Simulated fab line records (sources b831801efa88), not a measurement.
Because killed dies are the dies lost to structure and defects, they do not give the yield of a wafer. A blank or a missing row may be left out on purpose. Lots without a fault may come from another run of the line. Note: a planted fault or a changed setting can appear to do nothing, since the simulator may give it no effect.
Which tool is to blame?	flow sky130	7 lots, 21 wafers sampled, at 2 steps of a route of 708

== WHAT THE GAUGES READ, wafer by wafer ==
SKY_POLY_GATE_THK_MEAS_21.
lot	measured	on	POLY_GATE_OXIDATION_THK (nm)
L656	day 16 17:17	film metro-04	3.98 3.95 4.07
L658	day 17 15:34	film metro-04	3.94 3.96 3.97
L661	day 19 00:06	film metro-04	3.94 3.99 3.95
L664	day 19 22:59	film metro-03	4.07 4.03 4.05
L668	day 21 15:58	film metro-03	3.39 3.31 3.34
L676	day 24 08:47	film metro-02	4.09 4.10 4.01
L678	day 24 22:15	film metro-03	4.11 4.06 4.10

== TOOL THAT RAN EACH LOT (tool first, then ch and the chambers of the sampled wafers, then the start) ==
lot	SKY_POLY_GATE_OXIDATION_20
L656	furnace-02 ch 0, day 16 16:02
L658	furnace-01 ch 0, day 17 14:19
L661	furnace-02 ch 0, day 18 22:50
L664	furnace-02 ch 0, day 19 21:44
L668	furnace-02 ch 0, day 21 14:43
L676	furnace-02 ch 0, day 24 07:31
L678	furnace-01 ch 0, day 24 21:00
- SKY_POLY_GATE_OXIDATION_20: stabilise 600 s, purge 300 s, target thk 4 nm.

== THE ANSWER, worked out from the rows above alone ==
Rule: the lots themselves supply what counts as usual. The widest of any qualifying gaps counts: lots, ordered by their means at a reading, are off when they make up no more than a third of the lots, leave a main group of 4 or more, and stand apart from it by 3 or more times the standard deviation of that group's means. A main group whose means are all the same, to the digits that the tables above print for the reading, isn't used. A lot without any number at a reading at which 4 lots or more have one is off too. The other lots that the step has rows for count as sound.
Off: at SKY_POLY_GATE_THK_MEAS_21 (POLY_GATE_OXIDATION_THK), L668. For the main group the mean is 4.02 nm and the standard deviation 0.052.
If a tool, at a process step before that reading, ran all the lots that are off and no sound lot after the first of them, it fits. Those tools and the gauges at SKY_POLY_GATE_THK_MEAS_21 are tried in the same way. Not one of the candidates tried fits.

== WHAT HAD BEEN PUT IN BY THE SIMULATOR ==
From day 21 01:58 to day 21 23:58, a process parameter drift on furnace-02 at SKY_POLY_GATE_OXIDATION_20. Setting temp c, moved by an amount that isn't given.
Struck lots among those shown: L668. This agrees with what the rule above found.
